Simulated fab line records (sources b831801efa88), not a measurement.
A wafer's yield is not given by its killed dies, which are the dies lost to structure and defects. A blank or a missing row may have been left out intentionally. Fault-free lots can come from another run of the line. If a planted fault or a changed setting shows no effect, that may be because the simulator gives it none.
8D (eight disciplines) problem report, filled in by code ; flow gf180mcu ; the parts of the form that need people (team, actions taken, sign-off) are left out

1. WHAT WENT WRONG
Mean NSD_RS at GF_PSD_RS_MEAS_14: 41.63 ohm/sq over 4 wafers in 3 lots; fault-free wafers: 46.13 ohm/sq, standard deviation 0.089. Measured from the usual mean, that is -51 standard deviations.
The step: measures by four-point-probe.
The first sign was on wafer L318.3 at day 18 22:11, on film metro-02. Wafers with a number at this step in the record: 34, from 12 lots. Rule for "out" (also "out of limits"): further than 4 standard deviations from the usual mean. Any other wafer with a number is counted as sound.

2. WHAT IT IS; WHAT IT IS NOT
question;is;is not
which readings at this step;NSD_RS;-
which lots;L318, L320, L321;L305, L306, L309, L310, L312, L313, L316, L327, L328
which wafers of those lots;L318.3, L320.3, L320.4, L321.3;L318.2, L320.6, L321.2
read on which gauges;film metro-02, film metro-03, film metro-04;-
when;from day 18 22:11;"up to then (22 sound wafers); but 8 sound wafers of L320, L321, L327, L328 came after"

3. THE SUSPECTS, EACH WITH WHAT RULES IT OUT
Counting: a tool at a process step up to the reading stays a suspect if it ran every lot that is out. Sound lots after the first of them don't rule it out here, since some wafers of a struck lot are sound.
- ruled out: the gauge at GF_PSD_RS_MEAS_14. 3 gauges (film metro-02, film metro-03, film metro-04) read the wafers that are out.
- rtp anneal-02 at GF_PSD_RTA_13 (time 20 s): kept. It ran every lot that is out, first L318 (day 18 22:06); its last sound lot up to then is L316 (day 18 04:20). Its own run length s readings are out on those wafers.
The count leaves rtp anneal-02 at GF_PSD_RTA_13.

4. THE CAUSE (what the simulator had put in)
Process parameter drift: rtp anneal-02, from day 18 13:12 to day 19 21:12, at GF_PSD_RTA_13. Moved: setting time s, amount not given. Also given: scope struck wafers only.
After counting, this tool was the only one left.

5. THE CHAIN OF EFFECTS, in route order
Each row: a reading whose mean over the struck wafers that have a number lies more than 3 standard deviations from the usual. Scope: only readings with a usual standard deviation given in the record; hours: median across lots of the time from each lot's start at the first step in this table that gives one to its start at this step; sigmas: change in usual standard deviations.
hours;step;reading;usual;on struck wafers;change;sigmas
0;GF_PSD_RTA_13;run length s;49.0 s;74.4;+25.4;+29
0;GF_PSD_RS_MEAS_14;NSD_RS;46.13 ohm/sq;41.63;-4.50;-51
0;GF_PSD_RS_MEAS_15;PSD_RS;108.51 ohm/sq;100.27;-8.25;-29
Its process steps:
- GF_PSD_RTA_13: time 20 s.

6. HOW IT WOULD HAVE BEEN CAUGHT EARLIER
Counted from the fault's start at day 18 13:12, it took 9 hours until the first out-of-limits reading at a measuring or inspecting step in this record, taken at day 18 22:11.
The tool's own readings at GF_PSD_RTA_13 were out on every struck wafer that the step has a row for (run length s): an alarm limit on them would have fired on the first of those.
Among the 3 lots that are out, L320, L321 began GF_PSD_RTA_13 on rtp anneal-02 after day 18 22:11. A hold on the tool at that time would have spared those 2.
